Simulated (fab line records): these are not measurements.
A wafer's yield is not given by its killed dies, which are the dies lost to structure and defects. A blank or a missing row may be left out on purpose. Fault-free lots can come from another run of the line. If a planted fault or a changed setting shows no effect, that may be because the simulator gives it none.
A struck lot beside a sound one ; flow sky130 ; 22 steps out of a route of 708
Sound: wafers L790.1, L790.4, L790.5. Wafers L802.1, L802.2, L802.4 were the ones struck. The cause is named last.
Each step with rows lists, per side, the tool, then ch with its chambers, then its first start. Under that, the readings that differ: sound wafers ; struck wafers ; difference of the means ; sigmas: that difference in standard deviations of wafers without a fault.
alike: readings with means less than 2 such deviations apart, plus words and numbers identical on both sides. not compared: withheld readings, readings lacking a value on some wafer, bounds such as >300 that could conceal the same value, and numbers that have no deviation in the record and whose values overlap.
A row with sigmas, a row that says differs or no value, or rows on one side alone: a step with any of these is where the two part. Numbers that don't overlap but have no deviation are shown without sigmas and don't part them. Lack of a reading on every wafer of one side parts them only where that side has two or more wafers.

first, 2 steps without rows for these wafers: SKY_POLY_GATE_CLEAN_19 (cleans in SC1/SC2, time 150 s); SKY_POLY_GATE_OXIDATION_20 (stabilise 600 s, purge 300 s, target thk 4 nm).
SKY_POLY_GATE_THK_MEAS_21:
  struck on filmMetro-03, day 22 12:07; sound on filmMetro-01, day 18 00:31
  alike: POLY_GATE_OXIDATION_THK
SKY_POLY_GATE_CD_MEAS_22:
  struck on cdSem-01, day 22 12:11; sound on cdSem-02, day 18 00:37
  alike: cdNm
then, 7 steps without rows for these wafers: SKY_LDD_N_DEHYDRATE_00 (time 60 s); SKY_LDD_N_HMDS_01 (prime time 60 s); SKY_LDD_N_COAT_02 (resist thk 300 nm); SKY_LDD_N_SOFTBAKE_03 (time 60 s); SKY_LDD_N_EXPOSE_04 (exposes mask NTM, target cd 840 nm); SKY_LDD_N_PEB_05; SKY_LDD_N_DEVELOP_06 (develop time 60 s).
SKY_LDD_N_OVL_MEAS_07:
  struck on overlay-02, day 23 18:19; sound on overlay-01, day 19 06:34
  alike: LDD_N_OVL
SKY_LDD_N_IMPLANT_08:
  sound on implanter-03 ch 0, day 19 06:37; struck on implanter-03, day 23 18:22
  no value came back on the struck wafers for beamEnergyKeV, beamOnS (s), rotationDeg (degrees); on the sound wafers beamEnergyKeV reads 19.992 19.999 20.004
then, 7 steps without rows for these wafers: SKY_LDD_N_IMPLANT_09; SKY_LDD_N_IMPLANT_10; SKY_LDD_N_IMPLANT_11; SKY_LDD_N_IMPLANT_12; SKY_LDD_N_IMPLANT_13; SKY_LDD_N_IMPLANT_14; SKY_LDD_N_IMPLANT_15.
SKY_LDD_N_STRIP_16: strips in O2/N2.
  sound on plasmaAsher-04 ch 0, day 19 07:49; struck on plasmaAsher-04 ch 0,1, day 23 19:34
reading;sound;struck;difference;sigmas
stripTimeToEndpointS (s);4.330 4.302 4.319;4.124 4.146 4.143;-0.179;-13
  alike: drypumpMotorCurrentA, oesProductAu
  not compared: rfHoursCounterH
SKY_LDD_N_TW_MEAS_17:
  struck on filmMetro-02, day 23 19:40; sound on filmMetro-02, day 19 07:55
reading;sound;struck;difference;sigmas
LDD_N_TW;2578 2572 2581;2436 2437 2432;-142;-12

## WHERE THEY PART
Earliest at SKY_LDD_N_IMPLANT_08; latest, in this record, at SKY_LDD_N_TW_MEAS_17.

WHY: what the simulator had put in
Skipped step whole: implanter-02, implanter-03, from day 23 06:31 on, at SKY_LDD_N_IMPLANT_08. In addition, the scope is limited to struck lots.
